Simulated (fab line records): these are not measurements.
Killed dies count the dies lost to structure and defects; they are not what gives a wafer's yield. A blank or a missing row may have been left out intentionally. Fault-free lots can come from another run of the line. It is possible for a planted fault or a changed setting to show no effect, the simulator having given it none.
The tool behind it: which one? -- flow gf180mcu -- 6 lots with 18 wafers sampled at 4 steps, on a route of 602 steps

## WHAT THE GAUGES SHOWED, per wafer
GF_V3_OVL_MEAS_15.
lot,measured,on,V3_OVL (nm)
L759,day 22 18:43,overlay-02,6 12 4
L765,day 24 23:51,overlay-02,3 3 6
L766,day 25 12:47,overlay-01,0 2 8
L774,day 28 06:22,overlay-01,4 3 8
L776,day 28 22:17,overlay-01,0 4 4
L780,day 29 16:07,overlay-01,-2 0 3

## WHAT TOOL EACH LOT RAN ON (gives the tool, then ch and the chambers of the sampled wafers, and finally the start)
lot,GF_M2_STRIP_17,GF_M3_STRIP_17,GF_V3_CVD_02
L759,"plasma-asher-03 ch 1, day 19 15:22","plasma-asher-01 ch 0,1, day 21 18:19","pecvd-01 ch 1,2, day 21 18:59"
L765,"plasma-asher-03 ch 0,1, day 21 23:49","plasma-asher-01 ch 0,1, day 24 00:57","pecvd-02 ch 0,2, day 24 01:37"
L766,"plasma-asher-04 ch 1, day 22 13:10","plasma-asher-02 ch 0,1, day 24 13:48","pecvd-01 ch 0,2, day 24 14:28"
L774,"plasma-asher-02 ch 0,1, day 25 11:32","plasma-asher-01 ch 0,1, day 27 09:03","pecvd-01 ch 1,2, day 27 10:07"
L776,"plasma-asher-04 ch 0,1, day 26 07:04","plasma-asher-01 ch 0,1, day 28 02:29","pecvd-03 ch 1,2, day 28 03:10"
L780,"plasma-asher-04 ch 0,1, day 27 01:17","plasma-asher-03 ch 0,1, day 28 19:45","pecvd-02 ch 0,1,2, day 28 20:31"
- GF_M2_STRIP_17: strips in O2/N2.
- GF_M3_STRIP_17: strips in O2/N2.
- GF_V3_CVD_02: deposits SiO2 from TEOS, target thk 850 nm, time 94.851 s.

## THE ANSWER, worked out from the rows above alone
Rule: the lots themselves supply what counts as usual. Put in order of their means at a reading, lots are off if they are a third of the lots or fewer, leave a main group of 4 or more, and stand apart from it by a gap of 3 or more times the standard deviation of the main group's means; of several such gaps the widest counts. If all means in a main group match to the digits the tables above print for the reading, that group is not used. Also off: a lot with no number at a reading for which 4 or more lots have one. The other lots that the step has rows for count as sound.
Nothing can be told from this: no lot is off at any reading shown.

## WHAT THE SIMULATOR PUT IN
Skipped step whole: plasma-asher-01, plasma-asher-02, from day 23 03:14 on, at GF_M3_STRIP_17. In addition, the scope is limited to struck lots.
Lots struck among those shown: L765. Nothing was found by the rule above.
